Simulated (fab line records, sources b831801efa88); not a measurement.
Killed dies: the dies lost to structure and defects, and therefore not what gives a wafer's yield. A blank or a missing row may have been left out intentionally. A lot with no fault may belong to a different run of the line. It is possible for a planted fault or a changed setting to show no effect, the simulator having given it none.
fab line records + flow sky130
[record]
- lots = 5
- wafers = 15
- last-day = 50
route steps=708 shown LDD_HVN@271 LDD_HVP@278
lots that met no fault: taken from a fault-free run of the same line
start-h: hours from the record's first day to the start of the lot's first wafer shown + wait-h: how many hours have passed since the lot's step before this one + " identical to the entry in the row above + L1.1+2: one row covering several wafers at once + - no value, or no start was given + * or withheld: withheld + < > ~ a bound
route shown NAME@n: names a module that has steps shown in the file, with the first one's number in the route + usual: the fault-free wafers' mean and standard deviation + same: alike in all rows + chamber/n: place in a boat + sites: per-site readings + _std_site: standard deviation of those values + _edge_site: inner sites' mean taken away from outer sites' mean + radius-mm: for every site, how far away it sits from the centre of the wafer + mask NAME#n: copy n + behind: tool/chamber where the wafer was last shaped + hold: why the lot went on hold/how many hours it stayed there/how the hold came to an end + device: the transistor (n, p or np) that didn't switch + end of line: the route-end tests of the same wafers + a step without rows: its recipe alone + killed: at the first sort, the dies lost to defects and structure; wafer yield is something else + map: the dies of a wafer, with x for killed, . for not killed, _ for no die there
set.NAME: the setting the step ran with; set.NAME@STEP: the setting that earlier step ran with + model.NAME: the simulator's own value behind a step, which no gauge read
lots at some steps of the route; a table a step, a row a wafer
services: when a tool's chamber went out of use (start-h, in hours from the record's first day, below 0 if earlier), for how many hours, and the reason
[[steps]]
[step SKY_LDD_HVN_EXPOSE_04]
[recipe]
- mask-id = HVNTM
- na = 0.6
- source-shape = conventional
- sigma-outer = 0.6
- polarization = unpolarized
- target-cd-nm = 700
- dose-mj = 127
| lot.wafer  | tool             | chamber | start-h | wait-h | mask    |
|------------|------------------|---------|---------|--------|---------|
| L078.1+4+6 | iline-stepper-01 | 0       | -       | -      | HVNTM#0 |
| L083.3+5+6 | iline-stepper-02 | 0       | -       | -      | HVNTM#0 |
| L092.2+4+5 | iline-stepper-02 | 0       | -       | -      | HVNTM#0 |
| L093.1+2+4 | iline-stepper-02 | 0       | -       | -      | HVNTM#0 |
| L096.1+3+5 | iline-stepper-01 | 0       | -       | -      | HVNTM#0 |
[step SKY_LDD_HVN_PEB_05]
[recipe]
- temp-c = withheld
- time-s = *
- resist = NOVOLAK
| lot.wafer  | tool           | chamber | start-h | wait-h |
|------------|----------------|---------|---------|--------|
| L078.1+4+6 | litho-track-03 | 0       | -       | -      |
| L083.3+5+6 | litho-track-03 | 0       | -       | -      |
| L092.2+4+5 | litho-track-02 | 0       | -       | -      |
| L093.1+2+4 | litho-track-04 | 0       | -       | -      |
| L096.1+3+5 | litho-track-04 | 0       | -       | -      |
[step SKY_LDD_HVN_DEVELOP_06]
[recipe]
- resist = NOVOLAK
- developer = TMAH
- develop-time-s = 60
- dev-temp-c = 23
[usual]
- developer-temp-C = 22.99/0.12
| lot.wafer | tool           | chamber | start-h | wait-h | developer-temp-C |
|-----------|----------------|---------|---------|--------|------------------|
| L078.1    | litho-track-03 | 0       | 498.03  | 0.1    | 23.15            |
| L078.4    | "              | 0       | "       | "      | 23.01            |
| L078.6    | "              | 0       | "       | "      | 23.29            |
| L083.3    | litho-track-03 | 0       | 546.93  | 0.1    | 22.80            |
| L083.5    | "              | 0       | "       | "      | 23.16            |
| L083.6    | "              | 0       | "       | "      | 22.96            |
| L092.2    | litho-track-02 | 0       | 615.15  | 0.1    | 23.00            |
| L092.4    | "              | 0       | "       | "      | 23.11            |
| L092.5    | "              | 0       | "       | "      | 22.99            |
| L093.1    | litho-track-04 | 0       | 625.71  | 0.1    | 22.87            |
| L093.2    | "              | 0       | "       | "      | 23.00            |
| L093.4    | "              | 0       | "       | "      | 22.85            |
| L096.1    | litho-track-04 | 0       | 647.36  | 0.1    | 23.00            |
| L096.3    | "              | 0       | "       | "      | 23.02            |
| L096.5    | "              | 0       | "       | "      | 22.99            |
[step SKY_LDD_HVN_OVL_MEAS_07]
[usual]
- LDD_HVN_OVL = 1.2/1.3
| lot.wafer | tool       | chamber | start-h | wait-h | LDD_HVN_OVL[nm] |
|-----------|------------|---------|---------|--------|-----------------|
| L078.1    | overlay-02 | -       | 498.18  | 0.1    | 0.2             |
| L078.4    | "          | -       | "       | "      | -0.8            |
| L078.6    | "          | -       | "       | "      | 2.4             |
| L083.3    | overlay-01 | -       | 547.04  | 0.1    | 1.1             |
| L083.5    | "          | -       | "       | "      | 0.1             |
| L083.6    | "          | -       | "       | "      | 0.1             |
| L092.2    | overlay-02 | -       | 615.28  | 0.1    | 1.7             |
| L092.4    | "          | -       | "       | "      | 2.4             |
| L092.5    | "          | -       | "       | "      | 2.1             |
| L093.1    | overlay-02 | -       | 625.86  | 0.1    | 0.4             |
| L093.2    | "          | -       | "       | "      | -0.5            |
| L093.4    | "          | -       | "       | "      | 1.1             |
| L096.1    | overlay-01 | -       | 647.51  | 0.1    | 3.1             |
| L096.3    | "          | -       | "       | "      | 2.5             |
| L096.5    | "          | -       | "       | "      | 2.9             |
[step SKY_LDD_HVN_IMPLANT_08]
[recipe]
- species = P
- energy-kev = 60
- dose-cm2 = 3e+13
- tilt-deg = 40
| lot.wafer  | tool         | chamber | start-h | wait-h |
|------------|--------------|---------|---------|--------|
| L078.1+4+6 | implanter-02 | 0       | 498.21  | 0.0    |
| L083.3+5+6 | implanter-04 | 0       | 547.11  | 0.1    |
| L092.2+4+5 | implanter-02 | 0       | 615.33  | 0.0    |
| L093.1+2+4 | implanter-04 | 0       | 625.90  | 0.0    |
| L096.1+3+5 | implanter-02 | 0       | 647.55  | 0.0    |
[step SKY_LDD_HVN_STRIP_09]
[recipe]
- chemistry = O2/N2
- power-w = 1400
- pressure-mtorr = 1500
- platen-temp-c = withheld
- o2-flow-sccm = 3000
- n2-flow-sccm = 300
- overash-fraction = 0.5
[usual]
- drypump-motor-current-A = 6.29/0.24
- oes-product-au = 0.408/0.0043
- strip-time-to-endpoint-s = 4.135/0.017
| lot.wafer | tool            | chamber | start-h | wait-h | drypump-motor-current-A | oes-product-au | rf-hours-counter-h | strip-time-to-endpoint-s |
|-----------|-----------------|---------|---------|--------|-------------------------|----------------|--------------------|--------------------------|
| L078.1    | plasma-asher-02 | 0       | 498.36  | 0.1    | 6.69                    | 0.406          | 78                 | 4.108                    |
| L078.4    | "               | 0       | "       | "      | 6.70                    | 0.409          | -                  | 4.093                    |
| L078.6    | "               | 0       | "       | "      | 6.71                    | 0.402          | -                  | 4.105                    |
| L083.3    | plasma-asher-03 | 0       | 547.24  | 0.1    | 6.20                    | 0.411          | -                  | 4.140                    |
| L083.5    | "               | 0       | "       | "      | 6.21                    | 0.409          | -                  | 4.124                    |
| L083.6    | "               | 1       | "       | "      | 6.31                    | 0.409          | -                  | 4.129                    |
| L092.2    | plasma-asher-02 | 1       | 615.46  | 0.1    | 6.07                    | 0.408          | 90                 | 4.141                    |
| L092.4    | "               | 0       | "       | "      | 6.70                    | 0.403          | -                  | 4.158                    |
| L092.5    | "               | 1       | "       | "      | 6.07                    | 0.404          | -                  | 4.146                    |
| L093.1    | plasma-asher-01 | 0       | 626.05  | 0.1    | 6.04                    | 0.408          | 50                 | 4.146                    |
| L093.2    | "               | 1       | "       | "      | 6.37                    | 0.415          | 50                 | 4.150                    |
| L093.4    | "               | 0       | "       | "      | 6.07                    | 0.407          | -                  | 4.146                    |
| L096.1    | plasma-asher-02 | 0       | 647.70  | 0.1    | 6.67                    | 0.410          | 93                 | 4.144                    |
| L096.3    | "               | 1       | "       | "      | 6.05                    | 0.396          | -                  | 4.149                    |
| L096.5    | "               | 0       | "       | "      | 6.68                    | 0.405          | -                  | 4.146                    |
[step SKY_LDD_HVN_TW_MEAS_10]
[usual]
- LDD_HVN_TW = 1438/22
| lot.wafer | tool          | chamber | start-h | wait-h | LDD_HVN_TW |
|-----------|---------------|---------|---------|--------|------------|
| L078.1    | film-metro-01 | -       | 498.46  | 0.1    | 1424       |
| L078.4    | "             | -       | "       | "      | 1429       |
| L078.6    | "             | -       | "       | "      | 1425       |
| L083.3    | film-metro-03 | -       | 547.33  | 0.1    | 1441       |
| L083.5    | "             | -       | "       | "      | 1436       |
| L083.6    | "             | -       | "       | "      | 1438       |
| L092.2    | film-metro-01 | -       | 615.57  | 0.1    | 1406       |
| L092.4    | "             | -       | "       | "      | 1408       |
| L092.5    | "             | -       | "       | "      | 1412       |
| L093.1    | film-metro-02 | -       | 626.15  | 0.1    | 1481       |
| L093.2    | "             | -       | "       | "      | 1469       |
| L093.4    | "             | -       | "       | "      | 1480       |
| L096.1    | film-metro-01 | -       | 647.80  | 0.1    | 1426       |
| L096.3    | "             | -       | "       | "      | 1424       |
| L096.5    | "             | -       | "       | "      | 1425       |
[step SKY_LDD_HVP_DEHYDRATE_00]
[recipe]
- temp-c = 200
- time-s = 60
| lot.wafer  | tool           | chamber | start-h | wait-h |
|------------|----------------|---------|---------|--------|
| L078.1+4+6 | litho-track-04 | 0       | 513.71  | 15.2   |
| L083.3+5+6 | litho-track-04 | 0       | 560.66  | 13.3   |
| L092.2+4+5 | litho-track-02 | 0       | 628.85  | 13.3   |
| L093.1+2+4 | litho-track-04 | 0       | 639.66  | 13.5   |
| L096.1+3+5 | litho-track-01 | 0       | 661.12  | 13.3   |
[step SKY_LDD_HVP_HMDS_01]
[recipe]
- prime-time-s = 60
- prime-temp-c = 120
[same]
- prime-time-s = 60
| lot.wafer  | tool           | chamber | start-h | wait-h |
|------------|----------------|---------|---------|--------|
| L078.1+4+6 | litho-track-04 | 0       | 513.86  | 0.1    |
| L083.3+5+6 | litho-track-04 | 0       | 560.81  | 0.1    |
| L092.2+4+5 | litho-track-02 | 0       | 629.00  | 0.1    |
| L093.1+2+4 | litho-track-04 | 0       | 639.81  | 0.1    |
| L096.1+3+5 | litho-track-01 | 0       | 661.27  | 0.1    |
[step SKY_LDD_HVP_COAT_02]
[recipe]
- resist = NOVOLAK
- spin-rpm = 3000
- resist-thk-nm = 300
| lot.wafer  | tool           | chamber | start-h | wait-h |
|------------|----------------|---------|---------|--------|
| L078.1+4+6 | litho-track-04 | 0       | 514.01  | 0.1    |
| L083.3+5+6 | litho-track-04 | 0       | 560.96  | 0.1    |
| L092.2+4+5 | litho-track-02 | 0       | 629.15  | 0.1    |
| L093.1+2+4 | litho-track-04 | 0       | 639.96  | 0.1    |
| L096.1+3+5 | litho-track-01 | 0       | 661.42  | 0.1    |
[step SKY_LDD_HVP_SOFTBAKE_03]
[recipe]
- temp-c = 90
- time-s = 60
- resist = NOVOLAK
| lot.wafer  | tool           | chamber | start-h | wait-h |
|------------|----------------|---------|---------|--------|
| L078.1+4+6 | litho-track-04 | 0       | 514.16  | 0.1    |
| L083.3+5+6 | litho-track-04 | 0       | 561.11  | 0.1    |
| L092.2+4+5 | litho-track-02 | 0       | 629.30  | 0.1    |
| L093.1+2+4 | litho-track-04 | 0       | 640.11  | 0.1    |
| L096.1+3+5 | litho-track-01 | 0       | 661.57  | 0.1    |
[step SKY_LDD_HVP_EXPOSE_04]
[recipe]
- mask-id = HVPTM
- na = 0.6
- source-shape = conventional
- sigma-outer = 0.6
- polarization = unpolarized
- target-cd-nm = 700
- dose-mj = 86.61
| lot.wafer  | tool             | chamber | start-h | wait-h | mask    |
|------------|------------------|---------|---------|--------|---------|
| L078.1+4+6 | iline-stepper-02 | 0       | -       | -      | HVPTM#0 |
| L083.3+5+6 | iline-stepper-01 | 0       | -       | -      | HVPTM#0 |
| L092.2+4+5 | iline-stepper-02 | 0       | -       | -      | HVPTM#0 |
| L093.1+2+4 | iline-stepper-02 | 0       | -       | -      | HVPTM#0 |
| L096.1+3+5 | iline-stepper-01 | 0       | -       | -      | HVPTM#0 |
[step SKY_LDD_HVP_PEB_05]
[recipe]
- temp-c = withheld
- time-s = *
- resist = NOVOLAK
| lot.wafer  | tool           | chamber | start-h | wait-h |
|------------|----------------|---------|---------|--------|
| L078.1+4+6 | litho-track-04 | 0       | -       | -      |
| L083.3+5+6 | litho-track-04 | 0       | -       | -      |
| L092.2+4+5 | litho-track-01 | 0       | -       | -      |
| L093.1+2+4 | litho-track-04 | 0       | -       | -      |
| L096.1+3+5 | litho-track-04 | 0       | -       | -      |
[step SKY_LDD_HVP_DEVELOP_06]
[recipe]
- resist = NOVOLAK
- developer = TMAH
- develop-time-s = 60
- dev-temp-c = 23
[usual]
- developer-temp-C = 23.01/0.11
| lot.wafer | tool           | chamber | start-h | wait-h | developer-temp-C |
|-----------|----------------|---------|---------|--------|------------------|
| L078.1    | litho-track-04 | 0       | 529.06  | 0.1    | 22.94            |
| L078.4    | "              | 0       | "       | "      | 23.13            |
| L078.6    | "              | 0       | "       | "      | 23.09            |
| L083.3    | litho-track-04 | 0       | 575.71  | 0.1    | 22.72            |
| L083.5    | "              | 0       | "       | "      | 23.08            |
| L083.6    | "              | 0       | "       | "      | 22.85            |
| L092.2    | litho-track-01 | 0       | 643.95  | 0.1    | 23.07            |
| L092.4    | "              | 0       | "       | "      | 23.01            |
| L092.5    | "              | 0       | "       | "      | 22.97            |
| L093.1    | litho-track-04 | 0       | 653.46  | 0.1    | 23.05            |
| L093.2    | "              | 0       | "       | "      | 22.95            |
| L093.4    | "              | 0       | "       | "      | 23.01            |
| L096.1    | litho-track-04 | 0       | 675.91  | 0.1    | 23.00            |
| L096.3    | "              | 0       | "       | "      | 22.97            |
| L096.5    | "              | 0       | "       | "      | 23.18            |
[step SKY_LDD_HVP_OVL_MEAS_07]
[usual]
- LDD_HVP_OVL = 0.4/1.2
| lot.wafer | tool       | chamber | start-h | wait-h | LDD_HVP_OVL[nm] |
|-----------|------------|---------|---------|--------|-----------------|
| L078.1    | overlay-01 | -       | 529.21  | 0.1    | 0.2             |
| L078.4    | "          | -       | "       | "      | 0.6             |
| L078.6    | "          | -       | "       | "      | -2.0            |
| L083.3    | overlay-01 | -       | 575.83  | 0.1    | 0.1             |
| L083.5    | "          | -       | "       | "      | 2.6             |
| L083.6    | "          | -       | "       | "      | 1.7             |
| L092.2    | overlay-02 | -       | 644.08  | 0.1    | 0.9             |
| L092.4    | "          | -       | "       | "      | 0.8             |
| L092.5    | "          | -       | "       | "      | 1.8             |
| L093.1    | overlay-02 | -       | 653.61  | 0.1    | -2.8            |
| L093.2    | "          | -       | "       | "      | -0.8            |
| L093.4    | "          | -       | "       | "      | -1.3            |
| L096.1    | overlay-01 | -       | 676.06  | 0.1    | 1.3             |
| L096.3    | "          | -       | "       | "      | 0.5             |
| L096.5    | "          | -       | "       | "      | -0.9            |
[step SKY_LDD_HVP_IMPLANT_08]
[recipe]
- species = B
- energy-kev = 20
- dose-cm2 = 1.7e+13
- tilt-deg = 17.9
| lot.wafer  | tool         | chamber | start-h | wait-h |
|------------|--------------|---------|---------|--------|
| L078.1+4+6 | implanter-02 | 0       | 529.25  | 0.0    |
| L083.3+5+6 | implanter-02 | 0       | 575.90  | 0.1    |
| L092.2+4+5 | implanter-03 | 0       | 644.13  | 0.0    |
| L093.1+2+4 | implanter-03 | 0       | 653.65  | 0.0    |
| L096.1+3+5 | implanter-01 | 0       | 676.10  | 0.0    |
[[services]]
| tool             | chamber | start-h | hours | kind        |
|------------------|---------|---------|-------|-------------|
| implanter-03     | -       | 464.04  | 16.0  | pm          |
| implanter-04     | -       | 495.73  | 9.1   | pm          |
| implanter-04     | -       | 514.06  | 4.7   | pm          |
| implanter-01     | -       | 519.63  | 48.3  | pm          |
| iline-stepper-01 | 0       | 535.29  | -     | calibration |
| plasma-asher-01  | -       | 535.73  | 2.8   | pm          |
| plasma-asher-03  | -       | 549.81  | 15.6  | pm          |
| iline-stepper-01 | -       | 559.23  | 0.6   | repair      |
| implanter-02     | -       | 589.81  | 1.0   | repair      |
| plasma-asher-01  | -       | 610.56  | 3.6   | repair      |
| iline-stepper-01 | -       | 610.85  | 1.7   | pm          |
| iline-stepper-02 | 0       | 621.97  | -     | calibration |
| iline-stepper-02 | -       | 623.96  | 1.7   | pm          |
| implanter-04     | -       | 637.66  | 2.3   | repair      |
| plasma-asher-03  | -       | 639.08  | 14.6  | pm          |
| iline-stepper-01 | -       | 647.61  | 6.1   | repair      |
| implanter-02     | -       | 667.75  | 0.5   | repair      |
| implanter-04     | -       | 673.45  | 13.8  | pm          |
[[key]]
fault none
